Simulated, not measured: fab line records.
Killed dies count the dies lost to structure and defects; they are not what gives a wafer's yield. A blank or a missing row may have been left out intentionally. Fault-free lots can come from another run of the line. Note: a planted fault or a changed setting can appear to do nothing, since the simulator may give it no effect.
Which tool was responsible? / flow sky130 / 24 lots, 72 wafers sampled, at 6 steps of a route of 708

## WHAT THE GAUGES SHOWED, per wafer
SKY_FIELD_ISO_THK_MEAS_02.
lot=L074; measured=day 1 12:29; on=film metro-04; FIELD_ISO_OXIDATION_00_THK (nm)=11.73 11.95 11.85
lot=L075; measured=day 1 17:22; on=film metro-01; FIELD_ISO_OXIDATION_00_THK (nm)=11.81 11.58 11.69
lot=L076; measured=day 1 22:07; on=film metro-04; FIELD_ISO_OXIDATION_00_THK (nm)=11.73 11.84 11.86
lot=L077; measured=day 2 02:52; on=film metro-01; FIELD_ISO_OXIDATION_00_THK (nm)=11.70 11.71 11.70
lot=L078; measured=day 2 08:17; on=film metro-01; FIELD_ISO_OXIDATION_00_THK (nm)=11.52 11.53 11.58
lot=L079; measured=day 2 12:38; on=film metro-01; FIELD_ISO_OXIDATION_00_THK (nm)=11.86 11.58 11.85
lot=L080; measured=day 2 17:38; on=film metro-04; FIELD_ISO_OXIDATION_00_THK (nm)=11.92 12.02 12.09
lot=L081; measured=day 2 22:38; on=film metro-01; FIELD_ISO_OXIDATION_00_THK (nm)=12.14 12.25 12.51
lot=L082; measured=day 3 05:05; on=film metro-04; FIELD_ISO_OXIDATION_00_THK (nm)=11.88 12.17 12.04
lot=L083; measured=day 3 09:43; on=film metro-01; FIELD_ISO_OXIDATION_00_THK (nm)=11.80 11.98 11.99
lot=L084; measured=day 3 14:04; on=film metro-02; FIELD_ISO_OXIDATION_00_THK (nm)=11.89 11.98 11.91
lot=L085; measured=day 3 20:34; on=film metro-01; FIELD_ISO_OXIDATION_00_THK (nm)=11.69 11.75 11.77
lot=L086; measured=day 3 23:58; on=film metro-04; FIELD_ISO_OXIDATION_00_THK (nm)=11.94 12.04 11.88
lot=L087; measured=day 4 04:39; on=film metro-02; FIELD_ISO_OXIDATION_00_THK (nm)=11.74 11.98 11.89
lot=L088; measured=day 4 10:46; on=film metro-04; FIELD_ISO_OXIDATION_00_THK (nm)=12.33 12.38 12.47
lot=L089; measured=day 4 15:19; on=film metro-02; FIELD_ISO_OXIDATION_00_THK (nm)=12.19 11.98 11.92
lot=L090; measured=day 4 20:14; on=film metro-01; FIELD_ISO_OXIDATION_00_THK (nm)=12.02 12.03 12.07
lot=L091; measured=day 5 00:39; on=film metro-01; FIELD_ISO_OXIDATION_00_THK (nm)=11.67 11.90 11.83
lot=L092; measured=day 5 07:28; on=film metro-01; FIELD_ISO_OXIDATION_00_THK (nm)=11.64 11.85 11.82
lot=L093; measured=day 5 10:38; on=film metro-02; FIELD_ISO_OXIDATION_00_THK (nm)=11.73 11.65 11.82
lot=L094; measured=day 5 15:38; on=film metro-04; FIELD_ISO_OXIDATION_00_THK (nm)=11.89 11.87 11.81
lot=L095; measured=day 5 20:40; on=film metro-02; FIELD_ISO_OXIDATION_00_THK (nm)=12.46 12.31 12.40
lot=L096; measured=day 6 01:38; on=film metro-01; FIELD_ISO_OXIDATION_00_THK (nm)=11.91 11.89 11.71
lot=L097; measured=day 6 06:38; on=film metro-04; FIELD_ISO_OXIDATION_00_THK (nm)=11.65 11.66 11.82

SKY_NWELL_OVL_MEAS_23.
lot=L074; measured=day 5 09:47; on=overlay-01; NWELL_01_OVL (nm)=-0.9 -0.1 -2.7
lot=L075; measured=day 5 15:22; on=overlay-01; NWELL_01_OVL (nm)=0.0 0.5 0.0
lot=L076; measured=day 5 21:38; on=overlay-02; NWELL_01_OVL (nm)=0.0 -0.2 -2.2
lot=L077; measured=day 6 00:43; on=overlay-01; NWELL_01_OVL (nm)=-4.0 -3.4 -1.9
lot=L078; measured=day 6 03:00; on=overlay-02; NWELL_01_OVL (nm)=2.1 1.5 1.0
lot=L079; measured=day 6 05:11; on=overlay-01; NWELL_01_OVL (nm)=-3.8 -3.5 -1.2
lot=L080; measured=day 6 06:07; on=overlay-01; NWELL_01_OVL (nm)=-2.5 -1.1 -1.6
lot=L081; measured=day 6 08:55; on=overlay-01; NWELL_01_OVL (nm)=0.9 -0.5 0.6
lot=L082; measured=day 6 10:23; on=overlay-01; NWELL_01_OVL (nm)=-2.2 -2.0 -1.0
lot=L083; measured=day 6 12:11; on=overlay-02; NWELL_01_OVL (nm)=-1.0 -1.7 0.3
lot=L084; measured=day 6 12:55; on=overlay-02; NWELL_01_OVL (nm)=-0.7 -0.7 -1.6
lot=L085; measured=day 6 13:42; on=overlay-01; NWELL_01_OVL (nm)=-2.0 -1.0 -2.0
lot=L086; measured=day 6 14:24; on=overlay-02; NWELL_01_OVL (nm)=1.9 1.8 0.0
lot=L087; measured=day 6 15:08; on=overlay-01; NWELL_01_OVL (nm)=-1.7 -1.2 -1.4
lot=L088; measured=day 11 13:18; on=overlay-01; NWELL_01_OVL (nm)=1.3 -1.7 -1.8
lot=L089; measured=day 11 21:40; on=overlay-01; NWELL_01_OVL (nm)=1.6 0.7 1.1
lot=L090; measured=day 12 04:36; on=overlay-02; NWELL_01_OVL (nm)=-2.0 -1.3 1.8
lot=L091; measured=day 12 01:50; on=overlay-02; NWELL_01_OVL (nm)=-0.5 0.9 0.1
lot=L092; measured=day 12 03:27; on=overlay-01; NWELL_01_OVL (nm)=-0.2 -1.0 -0.6
lot=L093; measured=day 12 01:21; on=overlay-02; NWELL_01_OVL (nm)=0.9 1.5 2.0
lot=L094; measured=day 12 03:39; on=overlay-02; NWELL_01_OVL (nm)=-0.4 0.9 -1.2
lot=L095; measured=day 12 04:38; on=overlay-01; NWELL_01_OVL (nm)=1.7 0.5 -0.1
lot=L096; measured=day 12 08:30; on=overlay-01; NWELL_01_OVL (nm)=1.2 -0.5 -0.6
lot=L097; measured=day 12 07:15; on=overlay-01; NWELL_01_OVL (nm)=0.0 0.6 0.1

SKY_SONOS_TUNNEL_TW_MEAS_12.
lot=L074; measured=day 12 13:16; on=film metro-01; SONOS_TUNNEL_TW=195.5 194.5 194.5
lot=L075; measured=day 12 17:46; on=film metro-01; SONOS_TUNNEL_TW=194.0 193.9 195.2
lot=L076; measured=day 13 00:37; on=film metro-01; SONOS_TUNNEL_TW=194.0 193.9 194.0
lot=L077; measured=day 13 05:02; on=film metro-04; SONOS_TUNNEL_TW=196.7 196.8 196.9
lot=L078; measured=day 13 07:28; on=film metro-03; SONOS_TUNNEL_TW=195.5 194.7 194.6
lot=L079; measured=day 13 09:23; on=film metro-01; SONOS_TUNNEL_TW=193.6 194.5 193.1
lot=L080; measured=day 13 09:31; on=film metro-04; SONOS_TUNNEL_TW=196.7 197.8 198.0
lot=L081; measured=day 13 10:10; on=film metro-01; SONOS_TUNNEL_TW=193.8 194.1 194.1
lot=L082; measured=day 13 12:30; on=film metro-04; SONOS_TUNNEL_TW=196.3 197.5 198.1
lot=L083; measured=day 13 13:03; on=film metro-03; SONOS_TUNNEL_TW=193.7 195.6 194.1
lot=L084; measured=day 13 13:16; on=film metro-01; SONOS_TUNNEL_TW=193.6 194.3 193.4
lot=L085; measured=day 13 14:32; on=film metro-04; SONOS_TUNNEL_TW=198.6 196.8 196.9
lot=L086; measured=day 13 15:19; on=film metro-01; SONOS_TUNNEL_TW=192.9 194.0 194.2
lot=L087; measured=day 13 16:41; on=film metro-03; SONOS_TUNNEL_TW=194.3 194.9 195.1
lot=L088; measured=day 19 18:03; on=film metro-03; SONOS_TUNNEL_TW=196.0 196.4 195.8
lot=L089; measured=day 20 05:36; on=film metro-04; SONOS_TUNNEL_TW=195.9 196.0 196.6
lot=L090; measured=day 20 13:16; on=film metro-03; SONOS_TUNNEL_TW=195.4 195.0 195.3
lot=L091; measured=day 20 10:28; on=film metro-03; SONOS_TUNNEL_TW=194.8 194.7 195.3
lot=L092; measured=day 20 10:37; on=film metro-04; SONOS_TUNNEL_TW=196.3 195.1 196.0
lot=L093; measured=day 20 09:41; on=film metro-03; SONOS_TUNNEL_TW=195.4 194.7 195.3
lot=L094; measured=day 20 11:19; on=film metro-01; SONOS_TUNNEL_TW=195.0 193.4 192.8
lot=L095; measured=day 20 14:42; on=film metro-01; SONOS_TUNNEL_TW=193.2 193.5 192.7
lot=L096; measured=day 20 18:23; on=film metro-03; SONOS_TUNNEL_TW=195.0 193.9 195.3
lot=L097; measured=day 20 15:36; on=film metro-03; SONOS_TUNNEL_TW=195.2 195.0 195.8

SKY_POLY_GATE_CD_MEAS_22.
lot=L074; measured=day 17 20:00; on=cd sem-02; cd nm (nm)=148.0 147.6 146.5
lot=L075; measured=day 18 02:39; on=cd sem-01; cd nm (nm)=148.1 152.8 150.0
lot=L076; measured=day 18 08:26; on=cd sem-01; cd nm (nm)=147.2 147.3 150.1
lot=L077; measured=day 18 17:53; on=cd sem-02; cd nm (nm)=154.3 152.8 154.0
lot=L078; measured=day 18 20:51; on=cd sem-01; cd nm (nm)=148.7 149.0 147.7
lot=L079; measured=day 19 01:02; on=cd sem-01; cd nm (nm)=151.4 146.3 155.9
lot=L080; measured=day 19 01:36; on=cd sem-01; cd nm (nm)=146.2 151.1 148.6
lot=L081; measured=day 19 04:22; on=cd sem-02; cd nm (nm)=151.7 146.2 148.7
lot=L082; measured=day 19 04:22; on=cd sem-01; cd nm (nm)=147.7 142.5 151.1
lot=L083; measured=day 19 04:32; on=cd sem-02; cd nm (nm)=155.1 148.9 149.2
lot=L084; measured=day 19 05:08; on=cd sem-01; cd nm (nm)=152.7 149.0 146.1
lot=L085; measured=day 19 09:17; on=cd sem-01; cd nm (nm)=153.8 151.3 150.4
lot=L086; measured=day 19 09:17; on=cd sem-02; cd nm (nm)=146.3 146.4 147.9
lot=L087; measured=day 19 08:03; on=cd sem-02; cd nm (nm)=148.6 150.3 148.3
lot=L088; measured=day 25 08:19; on=cd sem-02; cd nm (nm)=147.5 150.3 149.3
lot=L089; measured=day 25 22:26; on=cd sem-02; cd nm (nm)=150.1 152.1 149.9
lot=L090; measured=day 26 06:40; on=cd sem-01; cd nm (nm)=145.5 144.8 148.3
lot=L091; measured=day 26 01:59; on=cd sem-02; cd nm (nm)=152.5 150.7 146.6
lot=L092; measured=day 26 04:34; on=cd sem-01; cd nm (nm)=150.2 141.0 146.8
lot=L093; measured=day 26 00:25; on=cd sem-01; cd nm (nm)=146.5 152.5 147.3
lot=L094; measured=day 26 04:56; on=cd sem-02; cd nm (nm)=149.2 150.5 153.6
lot=L095; measured=day 26 11:17; on=cd sem-02; cd nm (nm)=148.7 151.0 153.3
lot=L096; measured=day 26 13:42; on=cd sem-01; cd nm (nm)=151.1 149.9 153.7
lot=L097; measured=day 26 11:50; on=cd sem-02; cd nm (nm)=149.9 149.2 145.5

SKY_SPACER_THK_MEAS_01.
lot=L074; measured=day 24 10:52; on=film metro-02; SPACER_CVD_00_THK (nm)=42.3 42.3 42.6
lot=L075; measured=day 24 19:15; on=film metro-01; SPACER_CVD_00_THK (nm)=43.0 42.5 43.2
lot=L076; measured=day 25 00:13; on=film metro-01; SPACER_CVD_00_THK (nm)=41.6 41.8 41.7
lot=L077; measured=day 25 09:10; on=film metro-01; SPACER_CVD_00_THK (nm)=43.1 43.0 43.1
lot=L078; measured=day 25 11:44; on=film metro-01; SPACER_CVD_00_THK (nm)=43.6 43.5 43.9
lot=L079; measured=day 25 14:58; on=film metro-03; SPACER_CVD_00_THK (nm)=43.5 43.5 43.3
lot=L080; measured=day 25 16:11; on=film metro-03; SPACER_CVD_00_THK (nm)=43.0 43.1 43.0
lot=L081; measured=day 25 17:23; on=film metro-02; SPACER_CVD_00_THK (nm)=43.2 43.3 43.4
lot=L082; measured=day 25 17:23; on=film metro-03; SPACER_CVD_00_THK (nm)=43.5 43.3 43.1
lot=L083; measured=day 25 17:23; on=film metro-01; SPACER_CVD_00_THK (nm)=43.4 43.3 43.2
lot=L084; measured=day 25 18:35; on=film metro-02; SPACER_CVD_00_THK (nm)=42.4 42.2 42.3
lot=L085; measured=day 26 00:21; on=film metro-03; SPACER_CVD_00_THK (nm)=43.2 43.2 43.6
lot=L086; measured=day 26 00:21; on=film metro-02; SPACER_CVD_00_THK (nm)=42.9 42.7 42.7
lot=L087; measured=day 25 20:58; on=film metro-03; SPACER_CVD_00_THK (nm)=43.2 43.1 43.2
lot=L088; measured=day 31 14:35; on=film metro-02; SPACER_CVD_00_THK (nm)=42.7 42.8 42.8
lot=L089; measured=day 32 03:08; on=film metro-02; SPACER_CVD_00_THK (nm)=43.0 42.5 42.6
lot=L090; measured=day 32 12:46; on=film metro-01; SPACER_CVD_00_THK (nm)=42.7 42.8 42.8
lot=L091; measured=day 32 06:55; on=film metro-01; SPACER_CVD_00_THK (nm)=43.8 43.6 43.3
lot=L092; measured=day 32 06:53; on=film metro-02; SPACER_CVD_00_THK (nm)=43.0 42.4 42.8
lot=L093; measured=day 32 05:41; on=film metro-03; SPACER_CVD_00_THK (nm)=43.4 43.3 43.3
lot=L094; measured=day 32 09:08; on=film metro-02; SPACER_CVD_00_THK (nm)=42.8 42.5 42.7
lot=L095; measured=day 32 13:59; on=film metro-03; SPACER_CVD_00_THK (nm)=43.3 43.0 42.4
lot=L096; measured=day 32 17:35; on=film metro-01; SPACER_CVD_00_THK (nm)=42.8 42.3 42.7
lot=L097; measured=day 32 13:58; on=film metro-01; SPACER_CVD_00_THK (nm)=43.0 42.7 42.8

SKY_POLY_CUT_OVL_MEAS_09.
lot=L074; measured=day 25 17:47; on=overlay-01; POLY_CUT_OVL (nm)=2 1 2
lot=L075; measured=day 26 01:50; on=overlay-02; POLY_CUT_OVL (nm)=-13 -6 -8
lot=L076; measured=day 26 06:40; on=overlay-02; POLY_CUT_OVL (nm)=-4 -16 0
lot=L077; measured=day 26 15:35; on=overlay-02; POLY_CUT_OVL (nm)=2 -1 2
lot=L078; measured=day 26 18:52; on=overlay-02; POLY_CUT_OVL (nm)=-1 -9 -5
lot=L079; measured=day 26 22:07; on=overlay-01; POLY_CUT_OVL (nm)=-3 -8 2
lot=L080; measured=day 26 22:38; on=overlay-01; POLY_CUT_OVL (nm)=-4 -6 -8
lot=L081; measured=day 27 00:17; on=overlay-01; POLY_CUT_OVL (nm)=-4 -5 -7
lot=L082; measured=day 26 23:56; on=overlay-01; POLY_CUT_OVL (nm)=4 -6 0
lot=L083; measured=day 26 23:49; on=overlay-02; POLY_CUT_OVL (nm)=3 3 3
lot=L084; measured=day 27 01:07; on=overlay-02; POLY_CUT_OVL (nm)=-8 0 -7
lot=L085; measured=day 27 06:44; on=overlay-02; POLY_CUT_OVL (nm)=-9 -5 -16
lot=L086; measured=day 27 07:05; on=overlay-01; POLY_CUT_OVL (nm)=1 10 9
lot=L087; measured=day 27 03:14; on=overlay-02; POLY_CUT_OVL (nm)=-17 -10 -2
lot=L088; measured=day 32 18:02; on=overlay-01; POLY_CUT_OVL (nm)=-1 10 -9
lot=L089; measured=day 33 08:20; on=overlay-02; POLY_CUT_OVL (nm)=7 -5 3
lot=L090; measured=day 33 16:59; on=overlay-01; POLY_CUT_OVL (nm)=-10 -7 -5
lot=L091; measured=day 33 11:27; on=overlay-02; POLY_CUT_OVL (nm)=5 -3 4
lot=L092; measured=day 33 11:05; on=overlay-01; POLY_CUT_OVL (nm)=-12 -12 -5
lot=L093; measured=day 33 09:37; on=overlay-02; POLY_CUT_OVL (nm)=8 5 1
lot=L094; measured=day 33 13:34; on=overlay-01; POLY_CUT_OVL (nm)=5 11 3
lot=L095; measured=day 33 17:44; on=overlay-02; POLY_CUT_OVL (nm)=-4 -3 -6
lot=L096; measured=day 33 21:46; on=overlay-02; POLY_CUT_OVL (nm)=2 -15 -9
lot=L097; measured=day 33 18:16; on=overlay-01; POLY_CUT_OVL (nm)=-7 -7 -6

## TOOL THAT RAN EACH LOT (tool first, then ch and the chambers of the sampled wafers, then the start)
The record shows no process step preceding these readings.

## AS READ BY THE TOOLS THEMSELVES (means over the sampled wafers that have a number; for cases with no such wafer, the mark the record gives instead)
The record holds no such reading with a usual standard deviation.

## THE ANSWER, worked out from the rows above alone
Rule: usual is defined by the lots themselves. The widest of any qualifying gaps counts: lots, ordered by their means at a reading, are off when they make up no more than a third of the lots, leave a main group of 4 or more, and stand apart from it by 3 or more times the standard deviation of that group's means. The tables above print the reading to a certain number of digits; a main group whose means all agree to those digits is not used. Also off: a lot with no number at a reading for which 4 or more lots have one. Where the step has rows for the other lots, those lots are counted as sound. The gauges are gone through in route order, then the tools' own readings, and for those a lot's mean is taken as printed above. At the first step where some lot is off, the reading lying furthest off is the one used; lots without a number count as furthest.
None of the lots is off at any reading shown; this tells nothing.

## WHAT WAS PUT IN BY THE SIMULATOR
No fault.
